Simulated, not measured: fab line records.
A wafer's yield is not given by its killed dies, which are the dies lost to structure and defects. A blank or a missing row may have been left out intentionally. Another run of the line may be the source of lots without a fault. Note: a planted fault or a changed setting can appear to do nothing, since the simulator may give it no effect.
Chamber matching + flow sky130 + cmp-01 running SKY_VIA2_CMP_24: 4 sister chambers
The step polishes, stops on SiO2, t overpolish 20 s, target thk 0 nm. 4 wafers are shown with their chamber, then 9 later ones without.

== EACH WAFER AND ITS CHAMBER ==
| wafer  | chamber | motor_current_A (A) |
|--------|---------|---------------------|
| L974.6 | 2       | 11.3                |
| L981.2 | 0       | 13.1                |
| L981.3 | 3       | 11.0                |
| L981.4 | 1       | 11.9                |

== WAFERS WITHOUT THEIR CHAMBER ==
| wafer  | motor_current_A (A) |
|--------|---------------------|
| L983.4 | 12.1                |
| L983.5 | 11.4                |
| L983.6 | 11.6                |
| L984.3 | 11.5                |
| L984.4 | 13.4                |
| L984.6 | 13.2                |
| L986.2 | 11.3                |
| L986.3 | 12.0                |
| L986.6 | 11.9                |

== WHICH CHAMBER EACH ONE RAN IN ==
| wafer  | from the rows above          | in truth                   |
|--------|------------------------------|----------------------------|
| L983.4 | 1                            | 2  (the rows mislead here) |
| L983.5 | can't be placed: 2 or 3      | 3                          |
| L983.6 | can't be placed: 2 or 1 or 3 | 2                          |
| L984.3 | can't be placed: 2 or 1 or 3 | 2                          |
| L984.4 | 0                            | 0                          |
| L984.6 | 0                            | 0                          |
| L986.2 | can't be placed: 2 or 3      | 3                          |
| L986.3 | 1                            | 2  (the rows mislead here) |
| L986.6 | 1                            | 1                          |
3 of 9 placed correctly. From these rows, 4 cannot be placed; in 4 the true chamber is one of the candidates. Number placed wrongly: 2.
How it was worked out, from the rows above alone: a wafer's distance from a chamber is the root of the sum, over the readings, of the square of ((its reading less the chamber's mean) divided by the reading's scatter). If the next closest chamber is less than 2 further off than the closest, the wafer can't be placed; otherwise it belongs to the closest. A chamber's mean is the mean of its shown wafers. The scatter: with one shown wafer a chamber, the root of the mean of the squares of how far each hidden wafer lies from its nearest shown one.
